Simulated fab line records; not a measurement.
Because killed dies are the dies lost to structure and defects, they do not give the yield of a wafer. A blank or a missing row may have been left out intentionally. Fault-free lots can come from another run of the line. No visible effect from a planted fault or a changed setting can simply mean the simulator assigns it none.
The tool behind it: which one? -- flow gf180mcu -- 14 lots with 42 wafers sampled at 4 steps, on a route of 602 steps

WHAT THE GAUGES READ, wafer by wafer
GF_V4_THK_MEAS_25: measures by xrf. Usual: V4_W_THK gives 352 nm (standard deviation 4.8).
lot,measured,on,V4_W_THK (nm),flag
L452,day 24 10:03,film metro-02,350 353 356,
L453,day 24 16:34,film metro-04,349 351 349,
L454,day 24 23:52,film metro-04,346 347 345,
L455,day 25 04:47,film metro-03,356 354 359,
L456,day 25 20:59,film metro-02,352 346 352,
L457,day 26 06:04,film metro-02,351 346 352,
L458,day 26 14:07,film metro-03,352 354 356,
L464,day 28 14:16,film metro-02,360 363 354,
L467,day 29 07:24,film metro-04,354 356 353,
L468,day 29 17:53,film metro-02,358 359 356,
L469,day 30 00:00,film metro-02,342 355 348,
L471,day 30 15:25,film metro-02,348 359 356,
L473,day 30 22:35,film metro-02,353 349 348,
L475,day 31 07:42,film metro-03,341 342 347,

GF_V5_RS_MEAS_24: the measuring method here is four-point-probe. Usual: V5_W_RS gives 0.329 ohm/sq (standard deviation 0.0039).
lot,measured,on,V5_W_RS (ohm/sq),flag
L452,day 27 03:31,film metro-02,0.317 0.326 0.324,
L453,day 27 09:23,film metro-01,0.329 0.325 0.323,
L454,day 27 18:13,film metro-01,0.330 0.328 0.327,
L455,day 27 21:45,film metro-03,0.329 0.334 0.327,
L456,day 28 13:10,film metro-02,0.331 0.329 0.329,
L457,day 28 22:03,film metro-03,0.337 0.330 0.333,
L458,day 29 04:39,film metro-01,0.328 0.330 0.329,
L464,day 31 01:32,film metro-02,0.332 0.326 0.328,
L467,day 31 15:19,film metro-01,0.338 0.329 0.330,
L468,day 32 04:16,film metro-03,0.330 0.331 0.332,
L469,day 32 07:56,film metro-02,0.332 0.328 0.327,
L471,day 32 22:28,film metro-02,0.327 0.334 0.330,
L473,day 33 04:13,film metro-03,0.330 0.330 0.330,
L475,day 33 13:28,film metro-02,0.323 0.322 0.325,

WHICH TOOL RAN EACH LOT (tool, then ch and the chambers of the sampled wafers, then the start)
lot,GF_SAB_ETCH_11,GF_M4_SPUTTER_01
L452,"rie diel-01 ch 0,3, day 14 23:28","pvd sputter-01, day 22 10:56"
L453,"rie diel-04 ch 0,1,3, day 15 09:54","pvd sputter-02, day 22 16:15"
L454,"rie diel-01 ch 0,1,2, day 15 16:32","pvd sputter-01, day 23 01:06"
L455,"rie diel-01 ch 1,2,3, day 15 22:59","pvd sputter-01, day 23 06:47"
L456,"rie diel-01 ch 2,3, day 16 13:53","pvd sputter-01, day 23 22:51"
L457,"rie diel-02 ch 0,2,3, day 17 02:28","pvd sputter-02, day 24 09:40"
L458,"rie diel-04 ch 0,2,3, day 17 08:57","pvd sputter-02, day 24 17:54"
L464,"rie diel-04 ch 1,2,3, day 19 14:26","pvd sputter-02, day 26 19:21"
L467,"rie diel-04 ch 0,1,2, day 20 16:35","pvd sputter-02, day 27 15:00"
L468,"rie diel-02 ch 1,3, day 21 02:56","pvd sputter-03, day 28 00:36"
L469,"rie diel-01 ch 0,1,3, day 21 12:11","pvd sputter-03, day 28 07:33"
L471,"rie diel-02 ch 1,2,3, day 22 09:05","pvd sputter-01, day 28 23:18"
L473,"rie diel-02 ch 0,1,2, day 22 15:17","pvd sputter-02, day 29 06:45"
L475,"rie diel-02 ch 0,2,3, day 23 04:16","pvd sputter-02, day 29 16:45"
- GF_SAB_ETCH_11: etches SiO2 in C4F8/O2/Ar, target depth 55 nm, time 8.5 s.
- GF_M4_SPUTTER_01: material TiN, target thk 30 nm, time 25 s.

WHAT THE TOOLS THEMSELVES READ (means of the sampled wafers that have a number; where no wafer has one, the mark that the record gives instead)
GF_SAB_ETCH_11. Usual: bias w 1200 W, standard deviation 3.5; oes product au 1.000 a.u., standard deviation 0.011.
lot,tool,bias w (W),oes product au (a.u.),flag
L452,rie diel-01,1201,1.004,
L453,rie diel-04,1204,0.997,
L454,rie diel-01,1197,0.992,
L455,rie diel-01,1201,1.005,
L456,rie diel-01,1198,1.005,
L457,rie diel-02,1200,1.003,
L458,rie diel-04,1201,0.998,
L464,rie diel-04,1199,1.015,
L467,rie diel-04,1198,1.005,
L468,rie diel-02,1197,0.999,
L469,rie diel-01,1200,1.000,
L471,rie diel-02,1196,0.994,
L473,rie diel-02,1200,0.998,
L475,rie diel-02,1205,1.001,

GF_M4_SPUTTER_01. Usual: throttle valve pct at 29.8 %, with a standard deviation of 1.
lot,tool,throttle valve pct (%),flag
L452,pvd sputter-01,30.3,
L453,pvd sputter-02,30.0,
L454,pvd sputter-01,29.6,
L455,pvd sputter-01,29.6,
L456,pvd sputter-01,29.5,
L457,pvd sputter-02,30.6,
L458,pvd sputter-02,30.0,
L464,pvd sputter-02,30.3,
L467,pvd sputter-02,29.9,
L468,pvd sputter-03,29.2,
L469,pvd sputter-03,28.6,
L471,pvd sputter-01,29.5,
L473,pvd sputter-02,29.9,
L475,pvd sputter-02,30.9,

THE ANSWER, worked out from the rows above alone
Rule: a lot is off if the mean of its wafers that have a number lies more than 3 standard deviations from the usual mean. Also off: a lot with no number at a reading for which 4 or more lots have one. All remaining lots with rows at the step are treated as sound. First the gauges in route order, then the tools' own readings, where a lot's mean is used as printed above. At the first step where some lot is off, the reading lying furthest off is the one used; lots without a number count as furthest.
No lot is off at any reading shown: from this, nothing can be told.

WHAT THE SIMULATOR HAD PUT IN
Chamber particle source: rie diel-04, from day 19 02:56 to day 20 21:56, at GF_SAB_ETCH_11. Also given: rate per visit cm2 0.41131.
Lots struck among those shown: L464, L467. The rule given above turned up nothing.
